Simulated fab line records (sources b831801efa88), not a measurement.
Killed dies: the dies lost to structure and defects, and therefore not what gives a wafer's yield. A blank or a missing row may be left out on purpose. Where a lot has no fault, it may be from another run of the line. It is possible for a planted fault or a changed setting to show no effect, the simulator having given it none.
fab line records -- flow sky130
record lots=5, wafers=15, lastDay=50
route steps=708 shown CONTACT@412
lots with no fault: from the same line, run without faults
startH: the number of hours between the record's first day and the start of the first shown wafer of the lot -- waitH: hours since the lot's step before -- " unchanged from the row above -- L1.1+2: a row that stands for several wafers -- - no value, or no start was given -- * or withheld: withheld -- < > ~ a bound
route shown NAME@n: a module of which the file shows steps, and the number in the route of the first -- usual: mean and standard deviation over wafers with no fault -- same: alike in all rows -- chamber/n: place in a boat -- sites: readings site by site -- _std_site: standard deviation of those values -- _edge_site: the outer-site mean with the inner-site mean subtracted -- radiusMm: for every site, how far away it sits from the centre of the wafer -- mask NAME#n: copy n -- behind: the most recent tool/chamber to have shaped the wafer -- hold: reason for holding the lot/hours on hold/outcome of the hold -- device: which transistor (n, p or np) failed to switch -- end of line: at the end of the route, the tests of the same wafers -- step lacking rows: just its recipe -- killed: not the wafer's yield, but the dies lost to structure and defects at the first sort -- map: shows each die of a wafer: x if killed, . if not, _ if none is there
set.NAME: the setting that was run; set.NAME@STEP: the one run at that earlier step -- model.NAME: the simulator's own value behind a step, which no gauge read
lots at some steps of the route; a table a step, a row a wafer
services: the hour from which a tool's chamber was out of use, counted from the record's first day as startH (under 0 if before that day), plus the number of hours and why
## steps
# step SKY_CONTACT_DEHYDRATE_06
# recipe tempC=200, timeS=60
# step SKY_CONTACT_HMDS_07
# recipe primeTimeS=60, primeTempC=120
# step SKY_CONTACT_COAT_08
# recipe resist=BARC, tempC=withheld, timeS=withheld, spinRpm=3000, resistThkNm=60
# step SKY_CONTACT_COAT_09
# recipe resist=KrF-thick, spinRpm=3000, resistThkNm=450
# step SKY_CONTACT_SOFTBAKE_10
# recipe tempC=100, timeS=90, resist=KrF-thick
# step SKY_CONTACT_EXPOSE_11
# recipe maskId=CTM1, na=0.8, sourceShape=annular, sigmaInner=0.55, sigmaOuter=0.85, targetCdNm=170, doseMj=38
# step SKY_CONTACT_PEB_12
# recipe pebTempC=withheld, pebTimeS=withheld, resist=KrF-thick
# step SKY_CONTACT_DEVELOP_13
# recipe developTimeS=60, resist=KrF-thick, devTempC=21
# step SKY_CONTACT_CD_MEAS_14
# recipe targetCdNm=170
# usual cdNm=169.8/1.4
lot.wafer,tool,chamber,startH,waitH,cdNm
L299.1,cdSem-02,-,770.71,-,167.4
L299.4,cdSem-02,-,770.71,-,167.8
L299.6,cdSem-02,-,770.71,-,169.2
L301.4,cdSem-02,-,782.66,-,174.0
L301.5,cdSem-02,-,782.66,-,173.8
L301.6,cdSem-02,-,782.66,-,172.6
L303.1,cdSem-01,-,799.75,-,169.4
L303.4,cdSem-01,-,799.75,-,169.0
L303.5,cdSem-01,-,799.75,-,170.3
L314.1,cdSem-01,-,864.81,-,169.9
L314.4,cdSem-01,-,864.81,-,169.3
L314.6,cdSem-01,-,864.81,-,168.4
L320.1,cdSem-02,-,907.36,-,171.4
L320.3,cdSem-02,-,907.36,-,171.7
L320.4,cdSem-02,-,907.36,-,170.3
# step SKY_CONTACT_OVL_MEAS_15
# usual CONTACT_OVL=2/6.1
lot.wafer,tool,chamber,startH,waitH,CONTACT_OVL[nm]
L299.1,overlay-02,-,770.83,0.1,5
L299.4,overlay-02,-,770.83,0.1,-2
L299.6,overlay-02,-,770.83,0.1,-8
L301.4,overlay-01,-,782.74,0.1,7
L301.5,overlay-01,-,782.74,0.1,2
L301.6,overlay-01,-,782.74,0.1,8
L303.1,overlay-02,-,799.87,0.1,-9
L303.4,overlay-02,-,799.87,0.1,9
L303.5,overlay-02,-,799.87,0.1,1
L314.1,overlay-02,-,864.93,0.1,8
L314.4,overlay-02,-,864.93,0.1,-3
L314.6,overlay-02,-,864.93,0.1,11
L320.1,overlay-01,-,907.48,0.1,4
L320.3,overlay-01,-,907.48,0.1,3
L320.4,overlay-01,-,907.48,0.1,-4
# step SKY_CONTACT_ETCH_16
# recipe chemistry=N2/H2, target=BARC, ionEnergyEv=200, sourceW=500, biasW=100, pressureMtorr=30, n2FlowSccm=100, h2FlowSccm=200, stopOn=SiO2, timeS=45.9, targetDepthA=600
# usual biasW=100.00/0.28, chamberPressureMTorr=30.001/0.028, drypumpMotorCurrentA=6.0/0.36, oesProductAu=0.856/0.0048, throttleValvePct=13.225/0.0087
lot.wafer,tool,chamber,startH,waitH,biasW,chamberPressureMTorr,drypumpMotorCurrentA,oesProductAu,rfHoursCounterH,throttleValvePct
L299.1,rieDiel-04,0,770.87,0.0,100.51,29.999,6.2,0.859,4,13.228
L299.4,rieDiel-04,2,770.87,0.0,100.21,30.004,6.1,0.855,20,13.210
L299.6,rieDiel-04,0,770.87,0.0,100.29,29.986,6.2,0.855,-,13.232
L301.4,rieDiel-04,2,782.76,0.0,100.10,29.990,6.2,0.871,21,13.234
L301.5,rieDiel-04,3,782.76,0.0,99.81,30.039,5.4,0.856,-,13.221
L301.6,rieDiel-04,0,782.76,0.0,100.26,30.008,6.2,0.851,-,13.235
L303.1,rieDiel-03,1,799.91,0.0,99.89,30.009,6.3,0.860,15,13.236
L303.4,rieDiel-03,0,799.91,0.0,99.62,30.050,6.5,0.863,21,13.222
L303.5,rieDiel-03,1,799.91,0.0,99.77,29.980,6.3,0.853,-,13.224
L314.1,rieDiel-01,0,864.97,0.0,100.05,30.010,6.2,0.858,21,13.221
L314.4,rieDiel-01,1,864.97,0.0,100.00,29.996,5.6,0.856,-,13.227
L314.6,rieDiel-01,2,864.97,0.0,100.13,30.003,6.5,0.858,-,13.218
L320.1,rieDiel-03,1,907.52,0.0,100.20,30.051,6.3,0.855,19,13.222
L320.3,rieDiel-03,0,907.52,0.0,99.86,30.005,6.5,0.861,25,13.217
L320.4,rieDiel-03,3,907.52,0.0,100.24,29.981,6.1,0.855,9,13.236
# step SKY_CONTACT_ETCH_17
# recipe target=SiO2, chemistry=C4F8/O2/Ar, stopOn=Si3N4, maskMaterial=KrF-thick, sourceW=1554, biasW=1200, pressureMtorr=40, c4f8FlowSccm=withheld, O2_flow_sccm=6, Ar_flow_sccm=300, timeS=withheld, targetDepthA=3400
# usual biasW=1200/3.7, chamberPressureMTorr=40.00/0.039, oesProductAu=0.892/0.0047
lot.wafer,tool,chamber,startH,waitH,biasW,chamberPressureMTorr,oesProductAu
L299.1,rieDiel-04,0,770.91,0.0,1200,39.96,0.892
L299.4,rieDiel-04,2,770.91,0.0,1197,40.04,0.887
L299.6,rieDiel-04,0,770.91,0.0,1199,39.99,0.891
L301.4,rieDiel-04,2,782.80,0.0,1199,40.00,0.901
L301.5,rieDiel-04,3,782.80,0.0,1199,40.00,0.883
L301.6,rieDiel-04,0,782.80,0.0,1204,40.07,0.894
L303.1,rieDiel-03,1,799.95,0.0,1197,40.05,0.892
L303.4,rieDiel-03,0,799.95,0.0,1200,40.05,0.898
L303.5,rieDiel-03,1,799.95,0.0,1202,39.98,0.895
L314.1,rieDiel-01,0,865.01,0.0,1199,39.97,0.897
L314.4,rieDiel-01,1,865.01,0.0,1203,40.01,0.891
L314.6,rieDiel-01,2,865.01,0.0,1205,39.95,0.892
L320.1,rieDiel-03,1,907.56,0.0,1203,39.97,0.885
L320.3,rieDiel-03,0,907.56,0.0,1196,39.99,0.882
L320.4,rieDiel-03,3,907.56,0.0,1197,39.94,0.893
# step SKY_CONTACT_ETCH_18
# recipe target=Si3N4, chemistry=CHF3/O2, stopOn=TiN, sourceW=600, biasW=200, pressureMtorr=40, chf3FlowSccm=50, O2_flow_sccm=5, timeS=39, targetDepthA=750
# usual biasW=200.0/0.59, chamberPressureMTorr=40.00/0.033, drypumpMotorCurrentA=6.0/0.36, oesProductAu=0.848/0.007, throttleValvePct=8.791/0.0084
lot.wafer,tool,chamber,startH,waitH,biasW,chamberPressureMTorr,drypumpMotorCurrentA,oesProductAu,rfHoursCounterH,throttleValvePct
L299.1,rieDiel-04,0,770,-,200.5,39.99,6.2,0.836,4,8.792
L299.4,rieDiel-04,2,770,-,199.7,39.99,6.1,0.850,20,8.808
L299.6,rieDiel-04,0,770,-,199.4,40.00,6.2,0.847,-,8.800
L301.4,rieDiel-04,2,782,-,224.6,39.95,6.1,0.854,21,8.785
L301.5,rieDiel-04,3,782,-,199.1,39.98,5.4,0.845,-,8.794
L301.6,rieDiel-04,0,782,-,201.0,40.03,6.2,0.849,-,8.787
L303.1,rieDiel-03,1,799,-,200.5,40.00,6.3,0.840,15,8.788
L303.4,rieDiel-03,0,799,-,199.6,40.03,6.5,0.854,21,8.775
L303.5,rieDiel-03,1,800,-,200.8,40.00,6.3,0.842,-,8.771
L314.1,rieDiel-01,0,865,-,200.0,39.99,6.2,0.864,21,8.799
L314.4,rieDiel-01,1,865,-,200.4,39.96,5.6,0.849,-,8.791
L314.6,rieDiel-01,2,865,-,199.9,39.98,6.5,0.839,-,8.786
L320.1,rieDiel-03,1,907,-,200.2,40.00,6.3,0.857,19,8.788
L320.3,rieDiel-03,0,907,-,200.2,40.00,6.5,0.850,25,8.798
L320.4,rieDiel-03,3,907,-,198.8,40.00,6.2,0.854,9,8.791
# step SKY_CONTACT_STRIP_19
# recipe chemistry=O2/N2, powerW=1400, pressureMtorr=1500, platenTempC=withheld, o2FlowSccm=3000, n2FlowSccm=300, overashFraction=0.5
# usual chamberPressureMTorr=1500.1/1.4, drypumpMotorCurrentA=5.8/0.39, oesProductAu=0.381/0.005, stripTimeToEndpointS=3.62/0.03
lot.wafer,tool,chamber,startH,waitH,chamberPressureMTorr,drypumpMotorCurrentA,oesProductAu,rfHoursCounterH,stripTimeToEndpointS
L299.1,plasmaAsher-04,1,771.00,-,1499.8,6.3,0.371,67,3.63
L299.4,plasmaAsher-04,1,771.00,-,1497.5,6.3,0.388,-,3.64
L299.6,plasmaAsher-04,1,771.00,-,1500.3,6.4,0.378,-,3.62
L301.4,plasmaAsher-03,0,782.92,-,1501.7,5.6,0.380,-,3.64
L301.5,plasmaAsher-03,0,782.92,-,1500.8,5.6,0.380,-,3.58
L301.6,plasmaAsher-03,1,782.92,-,1500.9,5.7,0.387,-,3.65
L303.1,plasmaAsher-04,0,800.04,-,1501.1,5.9,0.372,69,3.57
L303.4,plasmaAsher-04,1,800.04,-,1498.5,6.3,0.378,-,3.59
L303.5,plasmaAsher-04,1,800.04,-,1501.3,6.4,0.379,-,3.60
L314.1,plasmaAsher-04,1,865.10,-,1500.8,6.3,0.393,76,3.63
L314.4,plasmaAsher-04,1,865.10,-,1501.4,6.3,0.386,-,3.67
L314.6,plasmaAsher-04,0,865.10,-,1500.0,5.9,0.375,-,3.64
L320.1,plasmaAsher-04,1,907.65,-,1499.0,6.4,0.384,81,3.60
L320.3,plasmaAsher-04,0,907.65,-,1500.9,5.9,0.384,-,3.61
L320.4,plasmaAsher-04,1,907.65,-,1501.4,6.4,0.382,-,3.65
## services
tool,chamber,startH,hours,kind
rieDiel-04,1,748.49,2.4,repair
rieDiel-03,2,752.45,5.2,repair
rieDiel-01,2,764.33,3.7,repair
rieDiel-03,-,767.22,2.8,pm
plasmaAsher-03,-,806.46,14.6,pm
rieDiel-03,-,817.82,0.2,repair
rieDiel-01,-,827.19,2.8,pm
rieDiel-03,0,850.67,3.9,repair
rieDiel-04,-,857.98,0.7,repair
rieDiel-04,0,859.34,7.8,repair
rieDiel-01,3,864.77,4.8,repair
## key
firstSign step=SKY_CONTACT_ETCH_18, reading=biasW, direction=up, sigmas=42, usual=200.0, struck=224.6
effect none on later readings
metAt SKY_CONTACT_ETCH_18
struckWafers L301.4
testerLeftOut L301
onsetBetween 770 782
fault kind=processParameterDrift, tool=rieDiel-04, chamber=2, onsetH=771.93, steps=SKY_CONTACT_ETCH_18, channel=biasW, offset=24.161, shape=step, endH=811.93, actsIn=theseRecipesOnly, stated=200
# testerLeftOut: of these lots the tester's yield and bins aren't shown, on N5 and GAA mostly nor the transistor test; their killed dies are dies lost to structure and defects alone, not to doping, threshold or leakage, so they don't give the yield
